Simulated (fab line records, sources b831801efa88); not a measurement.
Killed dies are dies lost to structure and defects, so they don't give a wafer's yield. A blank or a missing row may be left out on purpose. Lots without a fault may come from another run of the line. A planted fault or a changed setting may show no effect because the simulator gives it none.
Problem report in the 8D (eight disciplines) form, filled by code | flow sfq_line | the parts of the form that need people (team, actions taken, sign-off) are left out

1. THE PROBLEM
spin_speed_rpm at SFQ_TRILAYER_M6_LITHO_COAT_159 reads a mean of 3057.7 rpm on 6 wafers of 2 lots; wafers without a fault read 3000.0 rpm with a standard deviation of 1.7. That is +34 standard deviations from the usual mean.
The step: resist thk 600 nm.
First seen on wafer L324.1, day 75 21:50, on litho_track-01. The record holds 18 wafers of 6 lots with a number at this step. Rule for "out", or "out of limits": more than 4 standard deviations from the usual mean. The other wafers with a number count as sound.

2. WHAT IT IS AND WHAT IT IS NOT
question                    | is                     | is not
which readings at this step | spin_speed_rpm         | -
which lots                  | L324, L325             | L316, L328, L329, L331
which wafers of those lots  | all that have a number | -
read on which tools         | litho_track-01         | litho_track-03
when                        | from day 75 21:50      | up to then (3 sound wafers); but 9 sound wafers of L328, L329, L331 came after

3. SUSPECTS, AND WHAT RULES EACH OUT
Counting: a tool at a process step up to the reading stays a suspect if it ran every lot that is out and no sound lot after the first of them.
- litho_track-01 at SFQ_TRILAYER_M6_LITHO_COAT_159 (resist thk 600 nm): ruled out as a lasting fault. Sound lots L328, L331 ran on it after its first lot that is out, L324 (day 75 21:50).
Left after counting: nothing in the record.

4. THE CAUSE (what the simulator had put in)
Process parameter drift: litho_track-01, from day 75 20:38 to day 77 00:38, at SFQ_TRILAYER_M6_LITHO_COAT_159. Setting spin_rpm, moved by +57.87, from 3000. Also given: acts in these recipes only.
Counting ruled it out, wrongly.

5. THE CHAIN OF EFFECTS, in route order
Each row: a reading whose mean over the struck wafers that have a number lies more than 3 standard deviations from the usual. Only readings for which the record gives a usual standard deviation are gone through. hours: the time from each lot's start at the first step in this table that gives one to its start at this step, as a median over the lots. sigmas: the change in usual standard deviations.
hours | step                           | reading        | usual      | on struck wafers | change | sigmas
0     | SFQ_TRILAYER_M6_LITHO_COAT_159 | spin_speed_rpm | 3000.0 rpm | 3057.7           | +57.7  | +34
The process steps in it:
- SFQ_TRILAYER_M6_LITHO_COAT_159: resist thk 600 nm.
Later measuring or inspecting steps at which every struck wafer that the step has a row for has a number for every such reading, and none has moved that far: SFQ_M6_OVL_MEAS_940.

6. WHAT WOULD HAVE CAUGHT IT SOONER
In this record the first reading out of limits was taken at day 75 21:50, 1 hour after the fault began at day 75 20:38.
